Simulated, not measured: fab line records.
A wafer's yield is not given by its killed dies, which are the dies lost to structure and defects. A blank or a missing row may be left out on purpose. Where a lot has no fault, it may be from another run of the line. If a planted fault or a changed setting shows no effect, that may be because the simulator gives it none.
fab line records | flow sky130
[record] lots = 12 | wafers = 36 | last_day = 50
route steps=708 shown NWELL@76 VT_ADJUST_PCH@151 LDD_HVN@276
lots that met no fault: from a run of the same line without faults
start_h: the number of hours between the record's first day and the start of the first shown wafer of the lot | wait_h: time in hours since the lot's previous step | " as in the row above | L1.1+2: one row covering several wafers at once | - either no value or no given start | * or withheld: withheld | < > ~ a bound
route shown NAME@n: names a module that has steps shown in the file, with the first one's number in the route | usual: mean and standard deviation over wafers with no fault | same: alike in all rows | chamber/n: place in a boat | sites: readings site by site | _std_site: standard deviation of those values | _edge_site: mean of outer sites minus mean of inner sites | radius_mm: for every site, how far away it sits from the centre of the wafer | mask NAME#n: copy n | behind: tool/chamber where the wafer was last shaped | hold: what put the lot on hold/how long, in hours/how the hold closed | device: transistor that didn't switch, given as n, p or np | end of line: the route-end tests of the same wafers | a step given without rows: its recipe and nothing more | killed: at the first sort, the dies lost to defects and structure; wafer yield is something else | map: a wafer's dies, marking killed ones x, the rest . and places with no die _
set.NAME: the setting the step ran with; set.NAME@STEP: the setting that earlier step ran with | model.NAME: the simulator's own value behind a step, which no gauge read
a sample of lots followed through the steps of the route, with each step as a table and each wafer as a row
services: the hour from which a tool's chamber was out of use, counted from the record's first day as start_h (under 0 if before that day), plus the number of hours and why
[[steps]]
[step SKY_NWELL_OVL_MEAS_23]
[usual] NWELL_01_OVL = -0.2/1.3
lot.wafer | tool       | chamber | start_h | wait_h | NWELL_01_OVL[nm]
L402.1    | overlay-02 | -       | 102.37  | -      | -0.9
L402.4    | "          | -       | "       | "      | 1.9
L402.6    | "          | -       | "       | "      | 1.3
L404.1    | overlay-01 | -       | 116.21  | -      | 0.8
L404.2    | "          | -       | "       | "      | 1.6
L404.4    | "          | -       | "       | "      | 2.0
L406.1    | overlay-01 | -       | 129.51  | -      | -0.6
L406.2    | "          | -       | "       | "      | -0.6
L406.6    | "          | -       | "       | "      | 1.2
L407.1    | overlay-01 | -       | 134.11  | -      | -0.5
L407.3    | "          | -       | "       | "      | -1.0
L407.4    | "          | -       | "       | "      | -0.8
L409.1    | overlay-01 | -       | 146.61  | -      | -3.1
L409.3    | "          | -       | "       | "      | -0.6
L409.5    | "          | -       | "       | "      | -2.2
L410.1    | overlay-01 | -       | 152.07  | -      | -1.8
L410.4    | "          | -       | "       | "      | -2.8
L410.5    | "          | -       | "       | "      | -2.3
L412.2    | overlay-01 | -       | 164.72  | -      | -0.6
L412.3    | "          | -       | "       | "      | -1.8
L412.4    | "          | -       | "       | "      | -1.0
L417.2    | overlay-01 | -       | 192.88  | -      | -1.4
L417.4    | "          | -       | "       | "      | -1.8
L417.5    | "          | -       | "       | "      | -1.5
L418.4    | overlay-01 | -       | 200.84  | -      | 2.3
L418.5    | "          | -       | "       | "      | 3.0
L418.6    | "          | -       | "       | "      | 2.3
L421.1    | overlay-02 | -       | 216.01  | -      | -0.1
L421.5    | "          | -       | "       | "      | 1.5
L421.6    | "          | -       | "       | "      | 0.9
L422.1    | overlay-02 | -       | 222.27  | -      | -1.8
L422.2    | "          | -       | "       | "      | -2.3
L422.5    | "          | -       | "       | "      | -0.7
L425.2    | overlay-02 | -       | 242.78  | -      | -0.3
L425.3    | "          | -       | "       | "      | 0.4
L425.6    | "          | -       | "       | "      | 0.8
[step SKY_NWELL_RS_MEAS_29]
[recipe] thk_meas_gauge = four-point-probe
[usual] NWELL_RS = 624.1/1.7
lot.wafer | tool          | chamber | start_h | wait_h | NWELL_RS[ohm/sq]
L402.1    | film_metro-04 | -       | 102.87  | 0.1    | 623.5
L402.4    | "             | -       | "       | "      | 625.1
L402.6    | "             | -       | "       | "      | 624.7
L404.1    | film_metro-01 | -       | 116.71  | 0.1    | 627.0
L404.2    | "             | -       | "       | "      | 625.9
L404.4    | "             | -       | "       | "      | 626.0
L406.1    | film_metro-04 | -       | 130.01  | 0.1    | 621.4
L406.2    | "             | -       | "       | "      | 621.0
L406.6    | "             | -       | "       | "      | 622.3
L407.1    | film_metro-04 | -       | 134.61  | 0.1    | 624.6
L407.3    | "             | -       | "       | "      | 624.6
L407.4    | "             | -       | "       | "      | 625.5
L409.1    | film_metro-04 | -       | 147.11  | 0.1    | 625.4
L409.3    | "             | -       | "       | "      | 625.5
L409.5    | "             | -       | "       | "      | 625.1
L410.1    | film_metro-01 | -       | 152.56  | 0.1    | 623.2
L410.4    | "             | -       | "       | "      | 622.2
L410.5    | "             | -       | "       | "      | 620.0
L412.2    | film_metro-03 | -       | 165.23  | 0.1    | 624.7
L412.3    | "             | -       | "       | "      | 625.5
L412.4    | "             | -       | "       | "      | 627.0
L417.2    | film_metro-01 | -       | 193.44  | 0.1    | 623.8
L417.4    | "             | -       | "       | "      | 625.7
L417.5    | "             | -       | "       | "      | 626.1
L418.4    | film_metro-03 | -       | 201.39  | 0.1    | 624.0
L418.5    | "             | -       | "       | "      | 624.6
L418.6    | "             | -       | "       | "      | 624.0
L421.1    | film_metro-03 | -       | 216.51  | 0.1    | 625.7
L421.5    | "             | -       | "       | "      | 624.7
L421.6    | "             | -       | "       | "      | 625.2
L422.1    | film_metro-03 | -       | 222.76  | 0.1    | 624.1
L422.2    | "             | -       | "       | "      | 622.5
L422.5    | "             | -       | "       | "      | 623.0
L425.2    | film_metro-01 | -       | 243.30  | 0.1    | 621.3
L425.3    | "             | -       | "       | "      | 621.3
L425.6    | "             | -       | "       | "      | 623.8
[step SKY_VT_ADJUST_PCH_IMPLANT_08]
[recipe] species = B | energy_kev = 10 | dose_cm2 = 5e+11 | tilt_deg = withheld
[usual] dose_ions_cm2 = 5.001e+11/5.5e+08 | end_station_pressure_torr = 4.99e-06/2.8e-07 | faraday_current_uA = 2.82/0.064
lot.wafer | tool         | chamber | start_h | wait_h | dose_ions_cm2 | end_station_pressure_torr | faraday_current_uA
L402.1    | implanter-03 | 0       | 224.22  | 0.0    | 4.994e+11     | 4.81e-06                  | 2.84
L402.4    | "            | 0       | "       | "      | 5.002e+11     | 4.84e-06                  | 2.82
L402.6    | "            | 0       | "       | "      | 4.996e+11     | 4.77e-06                  | 2.79
L404.1    | implanter-03 | 0       | 240.55  | 0.0    | 4.999e+11     | 5.56e-06                  | 2.80
L404.2    | "            | 0       | "       | "      | 5.015e+11     | 5.19e-06                  | 2.71
L404.4    | "            | 0       | "       | "      | 4.999e+11     | 4.91e-06                  | 2.89
L406.1    | implanter-04 | 0       | 256.20  | 0.0    | 4.999e+11     | 4.94e-06                  | 2.81
L406.2    | "            | 0       | "       | "      | 4.985e+11     | 5.24e-06                  | 2.87
L406.6    | "            | 0       | "       | "      | 5.007e+11     | 4.75e-06                  | 2.88
L407.1    | implanter-01 | 0       | 263.55  | 0.0    | 5e+11         | 4.92e-06                  | 2.87
L407.3    | "            | 0       | "       | "      | 4.992e+11     | 5.17e-06                  | 2.93
L407.4    | "            | 0       | "       | "      | 4.997e+11     | 5.04e-06                  | 2.77
L409.1    | implanter-01 | 0       | 277.92  | 0.0    | 5.007e+11     | 5.46e-06                  | 2.80
L409.3    | "            | 0       | "       | "      | 5.006e+11     | 4.85e-06                  | 2.84
L409.5    | "            | 0       | "       | "      | 4.995e+11     | 5.24e-06                  | 2.77
L410.1    | implanter-04 | 0       | 284.20  | 0.0    | 4.992e+11     | 5.05e-06                  | 2.90
L410.4    | "            | 0       | "       | "      | 4.993e+11     | 5.05e-06                  | 2.84
L410.5    | "            | 0       | "       | "      | 4.998e+11     | 5.38e-06                  | 2.79
L412.2    | implanter-03 | 0       | 301.02  | 0.0    | 5.002e+11     | 5.01e-06                  | 2.80
L412.3    | "            | 0       | "       | "      | 4.999e+11     | 5.04e-06                  | 2.82
L412.4    | "            | 0       | "       | "      | 5.001e+11     | 5.01e-06                  | 2.79
L417.2    | implanter-01 | 0       | 338.57  | 0.0    | 2.804e+11     | 4.66e-06                  | 1.62
L417.4    | "            | 0       | "       | "      | 2.817e+11     | 4.63e-06                  | 1.59
L417.5    | "            | 0       | "       | "      | 2.807e+11     | 4.68e-06                  | 1.62
L418.4    | implanter-01 | 0       | 346.53  | 0.1    | 2.8e+11       | 5.03e-06                  | 1.56
L418.5    | "            | 0       | "       | "      | 2.803e+11     | 4.64e-06                  | 1.57
L418.6    | "            | 0       | "       | "      | 2.807e+11     | 4.92e-06                  | 1.61
L421.1    | implanter-03 | 0       | 368.00  | 0.0    | 5.011e+11     | 4.58e-06                  | 2.83
L421.5    | "            | 0       | "       | "      | 5e+11         | 4.93e-06                  | 2.69
L421.6    | "            | 0       | "       | "      | 5.006e+11     | 5.08e-06                  | 2.74
L422.1    | implanter-04 | 0       | 373.25  | 0.0    | 5.002e+11     | 4.88e-06                  | 2.96
L422.2    | "            | 0       | "       | "      | 5.006e+11     | 5.1e-06                   | 2.79
L422.5    | "            | 0       | "       | "      | 4.999e+11     | 5.3e-06                   | 2.80
L425.2    | implanter-03 | 0       | 402.70  | 0.0    | 5.002e+11     | 5.54e-06                  | 2.73
L425.3    | "            | 0       | "       | "      | 4.999e+11     | 4.98e-06                  | 2.92
L425.6    | "            | 0       | "       | "      | 4.992e+11     | 4.86e-06                  | 2.85
[step SKY_VT_ADJUST_PCH_TW_MEAS_10]
[usual] VT_ADJUST_PCH_TW = 142.1/0.81
lot.wafer | tool          | chamber | start_h | wait_h | hold                     | VT_ADJUST_PCH_TW
L402.1    | film_metro-03 | -       | 224.47  | 0.1    | -                        | 143.1
L402.4    | "             | -       | "       | "      | -                        | 143.4
L402.6    | "             | -       | "       | "      | -                        | 142.6
L404.1    | film_metro-04 | -       | 240.80  | 0.1    | -                        | 141.4
L404.2    | "             | -       | "       | "      | -                        | 141.9
L404.4    | "             | -       | "       | "      | -                        | 141.3
L406.1    | film_metro-02 | -       | 256.45  | 0.1    | -                        | 141.7
L406.2    | "             | -       | "       | "      | -                        | 140.9
L406.6    | "             | -       | "       | "      | -                        | 142.0
L407.1    | film_metro-02 | -       | 263.80  | 0.1    | -                        | 142.3
L407.3    | "             | -       | "       | "      | -                        | 142.2
L407.4    | "             | -       | "       | "      | -                        | 142.3
L409.1    | film_metro-03 | -       | 278.17  | 0.1    | -                        | 142.4
L409.3    | "             | -       | "       | "      | -                        | 142.3
L409.5    | "             | -       | "       | "      | -                        | 142.1
L410.1    | film_metro-03 | -       | 284.45  | 0.1    | -                        | 141.5
L410.4    | "             | -       | "       | "      | -                        | 142.7
L410.5    | "             | -       | "       | "      | -                        | 142.6
L412.2    | film_metro-02 | -       | 301.26  | 0.1    | -                        | 142.8
L412.3    | "             | -       | "       | "      | -                        | 142.3
L412.4    | "             | -       | "       | "      | -                        | 142.4
L417.2    | film_metro-04 | -       | 338.81  | 0.1    | await_dispo/0.2h/release | 122.6
L417.4    | "             | -       | "       | "      | await_dispo/0.2h/release | 121.9
L417.5    | "             | -       | "       | "      | await_dispo/0.2h/release | 122.5
L417.2    | film_metro-04 | -       | 339.03  | 0.2    | -                        | 121.9
L417.4    | "             | -       | "       | "      | -                        | 122.8
L417.5    | "             | -       | "       | "      | -                        | 122.2
L418.4    | film_metro-03 | -       | 346.73  | 0.1    | await_dispo/0.2h/release | 122.0
L418.5    | "             | -       | "       | "      | await_dispo/0.2h/release | 122.1
L418.6    | "             | -       | "       | "      | await_dispo/0.2h/release | 122.0
L418.4    | film_metro-03 | -       | 346.96  | 0.2    | -                        | 121.7
L418.5    | "             | -       | "       | "      | -                        | 121.9
L418.6    | "             | -       | "       | "      | -                        | 122.9
L421.1    | film_metro-04 | -       | 368.25  | 0.1    | -                        | 142.0
L421.5    | "             | -       | "       | "      | -                        | 142.5
L421.6    | "             | -       | "       | "      | -                        | 140.8
L422.1    | film_metro-04 | -       | 373.50  | 0.1    | -                        | 140.7
L422.2    | "             | -       | "       | "      | -                        | 141.8
L422.5    | "             | -       | "       | "      | -                        | 141.8
L425.2    | film_metro-04 | -       | 402.93  | 0.1    | -                        | 141.7
L425.3    | "             | -       | "       | "      | -                        | 141.6
L425.6    | "             | -       | "       | "      | -                        | 141.5
[step SKY_LDD_HVN_STRIP_09]
[recipe] chemistry = O2/N2 | power_w = 1400 | pressure_mtorr = 1500 | platen_temp_c = withheld | o2_flow_sccm = 3000 | n2_flow_sccm = 300 | overash_fraction = 0.5
[usual] drypump_motor_current_A = 5.7/0.35 | oes_product_au = 0.408/0.0048 | strip_time_to_endpoint_s = 4.135/0.015
lot.wafer | tool            | chamber | start_h | wait_h | drypump_motor_current_A | oes_product_au | rf_hours_counter_h | strip_time_to_endpoint_s
L402.1    | plasma_asher-03 | 1       | 458.27  | 0.1    | 5.6                     | 0.411          | 3                  | 4.134
L402.4    | "               | 0       | "       | "      | 6.0                     | 0.418          | -                  | 4.122
L402.6    | "               | 0       | "       | "      | 6.0                     | 0.402          | -                  | 4.142
L404.1    | plasma_asher-03 | 1       | 483.55  | 0.1    | 5.6                     | 0.411          | 5                  | 4.135
L404.2    | "               | 0       | "       | "      | 6.0                     | 0.410          | 5                  | 4.121
L404.4    | "               | 0       | "       | "      | 6.0                     | 0.403          | -                  | 4.143
L406.1    | plasma_asher-02 | 0       | 507.15  | 0.1    | 6.0                     | 0.406          | 67                 | 4.152
L406.2    | "               | 1       | "       | "      | 5.6                     | 0.414          | 67                 | 4.137
L406.6    | "               | 1       | "       | "      | 5.6                     | 0.410          | -                  | 4.161
L407.1    | plasma_asher-04 | 1       | 512.62  | 0.1    | 5.9                     | 0.404          | 80                 | 4.119
L407.3    | "               | 1       | "       | "      | 5.9                     | 0.407          | -                  | 4.139
L407.4    | "               | 0       | "       | "      | 4.8                     | 0.406          | -                  | 4.130
L409.1    | plasma_asher-02 | 1       | 524.90  | 0.1    | 5.6                     | 0.414          | 69                 | 4.143
L409.3    | "               | 0       | "       | "      | 6.0                     | 0.404          | -                  | 4.139
L409.5    | "               | 0       | "       | "      | 6.0                     | 0.418          | -                  | 4.168
L410.1    | plasma_asher-03 | 1       | 532.95  | 0.1    | 5.7                     | 0.410          | 10                 | 4.116
L410.4    | "               | 1       | "       | "      | 5.7                     | 0.420          | -                  | 4.138
L410.5    | "               | 1       | "       | "      | 5.6                     | 0.408          | -                  | 4.141
L412.2    | plasma_asher-03 | 0       | 554.00  | 0.1    | 6.0                     | 0.412          | 12                 | 4.139
L412.3    | "               | 0       | "       | "      | 6.0                     | 0.417          | -                  | 4.135
L412.4    | "               | 1       | "       | "      | 5.7                     | 0.395          | -                  | 4.123
L417.2    | plasma_asher-03 | 1       | 600.45  | 0.1    | 5.6                     | 0.404          | 16                 | 4.134
L417.4    | "               | 1       | "       | "      | 5.6                     | 0.417          | -                  | 4.157
L417.5    | "               | 0       | "       | "      | 6.0                     | 0.412          | -                  | 4.140
L418.4    | plasma_asher-03 | 0       | 602.58  | 0.1    | 6.0                     | 0.410          | -                  | 4.142
L418.5    | "               | 0       | "       | "      | 6.0                     | 0.403          | -                  | 4.113
L418.6    | "               | 1       | "       | "      | 5.6                     | 0.406          | -                  | 4.131
L421.1    | plasma_asher-02 | 0       | 625.12  | 0.1    | 6.0                     | 0.403          | 79                 | 4.145
L421.5    | "               | 1       | "       | "      | 5.5                     | 0.410          | -                  | 4.141
L421.6    | "               | 0       | "       | "      | 6.0                     | 0.406          | -                  | 4.138
L422.1    | plasma_asher-04 | 1       | 629.00  | 0.1    | 5.9                     | 0.402          | 92                 | 4.112
L422.2    | "               | 0       | "       | "      | 4.8                     | 0.405          | 92                 | 4.118
L422.5    | "               | 1       | "       | "      | 5.9                     | 0.409          | -                  | 4.116
L425.2    | plasma_asher-04 | 1       | 661.50  | 0.1    | 5.9                     | 0.403          | 94                 | 4.130
L425.3    | "               | 0       | "       | "      | 4.8                     | 0.406          | -                  | 4.132
L425.6    | "               | 0       | "       | "      | 4.8                     | 0.411          | -                  | 4.138
[[services]]
tool            | chamber | start_h | hours | kind
implanter-01    | -       | 245.49  | 2.8   | pm
implanter-04    | -       | 262.54  | 4.4   | repair
plasma_asher-02 | -       | 268.81  | 4.3   | pm
plasma_asher-03 | -       | 277.76  | 0.3   | repair
implanter-04    | -       | 290.74  | 10.5  | repair
plasma_asher-02 | -       | 297.11  | 14.6  | pm
implanter-03    | -       | 309.79  | 2.0   | repair
implanter-03    | -       | 332.90  | 3.3   | pm
plasma_asher-04 | -       | 334.11  | 5.0   | repair
implanter-01    | -       | 353.63  | 0.7   | repair
implanter-01    | -       | 356.95  | 5.0   | repair
plasma_asher-03 | -       | 357.16  | 0.6   | repair
implanter-03    | -       | 383.01  | 1.2   | repair
plasma_asher-04 | -       | 384.03  | 1.0   | repair
implanter-03    | -       | 388.48  | 3.2   | pm
plasma_asher-02 | -       | 419.14  | 0.8   | repair
plasma_asher-03 | -       | 421.25  | 9.0   | pm
implanter-03    | -       | 523.86  | 2.6   | repair
plasma_asher-03 | -       | 588.20  | 2.9   | repair
implanter-01    | -       | 595.62  | 6.2   | repair
implanter-03    | -       | 605.61  | 1.4   | repair
implanter-03    | -       | 636.23  | 4.0   | repair
implanter-03    | -       | 653.70  | 5.0   | pm
plasma_asher-03 | -       | 658.24  | 15.6  | pm
[[key]]
[first_sign] step = SKY_VT_ADJUST_PCH_IMPLANT_08 | reading = dose_ions_cm2 | direction = down | sigmas = 99+ | usual = * | struck = *
[effect] step = SKY_VT_ADJUST_PCH_IMPLANT_08 | reading = faraday_current_uA | direction = down | sigmas = 19 | usual = 2.82 | struck = 1.59
[effect] step = SKY_VT_ADJUST_PCH_TW_MEAS_10 | reading = visit | direction = added
[effect] step = SKY_VT_ADJUST_PCH_TW_MEAS_10 | reading = VT_ADJUST_PCH_TW | direction = down | sigmas = 25 | usual = 142.1 | struck = 122.2
met_at SKY_VT_ADJUST_PCH_IMPLANT_08
struck_lots L417,L418
tester_left_out L417,L418
not_acting_at SKY_NWELL_OVL_MEAS_23,SKY_NWELL_RS_MEAS_29,SKY_LDD_HVN_STRIP_09
onset_between 277.92 338.57
[fault] kind = process_parameter_drift | tool = implanter-01 | chamber = - | onset_h = 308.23 | steps = SKY_VT_ADJUST_PCH_IMPLANT_08 | channel = dose_cm2 | offset = * | shape = step | end_h = 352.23 | acts_in = * | stated = *
// tester_left_out: of these lots the tester's yield and bins aren't shown, on N5 and GAA mostly nor the transistor test; their killed dies are dies lost to structure and defects alone, not to doping, threshold or leakage, so they don't give the yield
